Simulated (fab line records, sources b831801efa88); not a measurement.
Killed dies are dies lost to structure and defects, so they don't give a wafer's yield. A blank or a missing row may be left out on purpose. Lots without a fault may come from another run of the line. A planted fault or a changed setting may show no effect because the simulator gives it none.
A struck lot beside a sound one | flow sky130 | 12 steps out of a route of 708
Sound: wafers L625.1, L625.3, L625.6. Struck: wafers L618.3, L618.4, L618.6. The cause comes at the end.
At each step with rows: each side's tool, then ch and its chambers, then its first start. Under that, the readings that differ: sound wafers | struck wafers | difference of the means | sigmas: that difference in standard deviations of wafers without a fault.
alike: readings whose means differ by less than 2 such deviations, and words and numbers that are the same on both sides. not compared: withheld readings, readings that some wafer has no value for, bounds like >300 that may hide the same value, and numbers for which the record gives no deviation and whose values overlap.
The two part at a step that has a row with sigmas, a row that says differs or no value, or rows on one side only. Numbers that don't overlap but have no deviation are shown without sigmas and don't part them. A reading that every wafer of one side lacks parts them only if that side has two wafers or more.

SKY_SD_N_OVL_MEAS_08:
  sound on overlay-02, day 33 03:35; struck on overlay-01, day 29 22:50
  alike: SD_N_OVL
then, 2 steps without rows for these wafers: SKY_SD_N_IMPLANT_09; SKY_SD_N_IMPLANT_10.
SKY_SD_N_STRIP_11: strips in O2/N2.
  sound on plasma_asher-01 ch 0,1, day 33 03:55; struck on plasma_asher-03 ch 0,1, day 29 23:11
  alike: drypump_motor_current_A, o2_flow_sccm, oes_product_au, strip_time_to_endpoint_s
  not compared: rf_hours_counter_h
SKY_SD_N_TW_MEAS_12:
  sound on film_metro-04, day 33 04:01; struck on film_metro-01, day 29 23:16
  alike: SD_N_TW
then, 1 step without rows for these wafers: SKY_SD_N_CLEAN_13 (cleans in SC1/SC2, time 150 s).
SKY_SD_N_RTA_14: time 2 s.
  sound on rtp_anneal-02 ch 0, day 33 04:08; struck on rtp_anneal-02 ch 0, day 29 23:26
  alike: lamp_power_pct, wafer_temp_C_max
SKY_SD_N_RS_MEAS_16: measures by four-point-probe.
  sound on film_metro-01, day 33 04:18; struck on film_metro-04, day 29 23:38
  alike: SD_N_RS
SKY_SD_N_RS_MEAS_17: measures by four-point-probe.
  sound on film_metro-01, day 33 04:25; struck on film_metro-04, day 29 23:46
  alike: SD_P_RS
SKY_SD_N_RS_MEAS_18: measures by four-point-probe.
  sound on film_metro-01, day 33 04:32; struck on film_metro-04, day 29 23:53
  alike: RES_XHIGH_RS
then, 1 step without rows for these wafers: SKY_SALICIDE_CLEAN_00 (cleans in HF-last, time 30 s).
SKY_LI_CONTACT_HDPCVD_00: deposits PSG, target thk 930 nm, time 155 s.
  sound on hdpcvd-01 ch 0,2, day 33 04:41; struck on hdpcvd-01 ch 0,2, day 29 23:59
  no value came back on the struck wafers for pressure_mtorr (mTorr), run_length_s (s); on the sound wafers pressure_mtorr (mTorr) reads 5.998 6.010 6.015

WHERE THEY PART
Only at SKY_LI_CONTACT_HDPCVD_00, within this record.

WHY: what the simulator had put in
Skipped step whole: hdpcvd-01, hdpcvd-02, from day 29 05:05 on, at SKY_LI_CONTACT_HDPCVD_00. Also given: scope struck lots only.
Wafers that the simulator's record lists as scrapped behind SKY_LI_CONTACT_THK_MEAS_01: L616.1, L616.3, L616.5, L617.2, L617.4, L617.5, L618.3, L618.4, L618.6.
